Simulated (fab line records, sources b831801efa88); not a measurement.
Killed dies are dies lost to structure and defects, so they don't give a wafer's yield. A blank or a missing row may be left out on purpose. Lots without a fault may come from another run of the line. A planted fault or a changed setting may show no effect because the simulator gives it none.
A struck lot beside a sound one | flow gf180mcu | 14 steps out of a route of 602
Sound: wafers L847.2, L847.3, L847.4. Struck: wafers L842.1, L842.2, L842.3. The cause comes at the end.
At each step with rows: each side's tool, then ch and its chambers, then its first start. Under that, the readings that differ: sound wafers | struck wafers | difference of the means | sigmas: that difference in standard deviations of wafers without a fault.
alike: readings whose means differ by less than 2 such deviations, and words and numbers that are the same on both sides. not compared: withheld readings, readings that some wafer has no value for, bounds like >300 that may hide the same value, and numbers for which the record gives no deviation and whose values overlap.
The two part at a step that has a row with sigmas, a row that says differs or no value, or rows on one side only. Numbers that don't overlap but have no deviation are shown without sigmas and don't part them. A reading that every wafer of one side lacks parts them only if that side has two wafers or more.

first, 3 steps without rows for these wafers: GF_MIM_EXPOSE_16 (exposes mask FuseTop, target cd 2000 nm); GF_MIM_PEB_17; GF_MIM_DEVELOP_18 (develop time 60 s).
GF_MIM_METAL_ETCH_19: etches the open film in Cl2/BCl3, stops on Si3N4, target depth 324.5 nm, time 54.1 s.
  sound on rie_metal-01 ch 0,1, day 30 15:16; struck on rie_metal-02 ch 0,1, day 29 12:34
  reading                     | sound       | struck      | difference | sigmas
  drypump_motor_current_A (A) | 5.0 5.3 5.0 | 6.3 6.3 6.3 | +1.2       | +2
  alike: oes_product_au, rf_fwd_power_W, throttle_valve_pct
  not compared: rf_hours_counter_h
GF_MIM_STRIP_20: strips in O2/N2.
  sound on plasma_asher-01 ch 0,1, day 30 15:20; struck on plasma_asher-01 ch 0,1, day 29 12:38
  alike: drypump_motor_current_A, heater_power_w, oes_product_au, strip_time_to_endpoint_s
  not compared: rf_hours_counter_h
then, 7 steps without rows for these wafers: GF_MIM_STRIP_21 (strips in post etch residue remover, time 1200 s); GF_MIM_CLEAN_22 (cleans in DIW); GF_M5_DEHYDRATE_00 (time 60 s); GF_M5_HMDS_01 (prime time 60 s); GF_M5_COAT_02 (resist thk 1000 nm); GF_M5_SOFTBAKE_03 (time 60 s); GF_M5_EXPOSE_04 (exposes mask Metal5, target cd 280 nm).
GF_M5_PEB_05: peb time 90 s.
  sound on litho_track-04 ch 0, day 31 09:24; struck on litho_track-04, day 30 06:52
  no value came back on the struck wafers for chill_plate_temp_C (C), exhaust_pa (Pa); on the sound wafers chill_plate_temp_C (C) reads 22.85 23.04 22.98
then, 1 step without rows for these wafers: GF_M5_DEVELOP_06 (develop time 60 s).

WHERE THEY PART
First at GF_MIM_METAL_ETCH_19; last, within this record, at GF_M5_PEB_05.

WHY: what the simulator had put in
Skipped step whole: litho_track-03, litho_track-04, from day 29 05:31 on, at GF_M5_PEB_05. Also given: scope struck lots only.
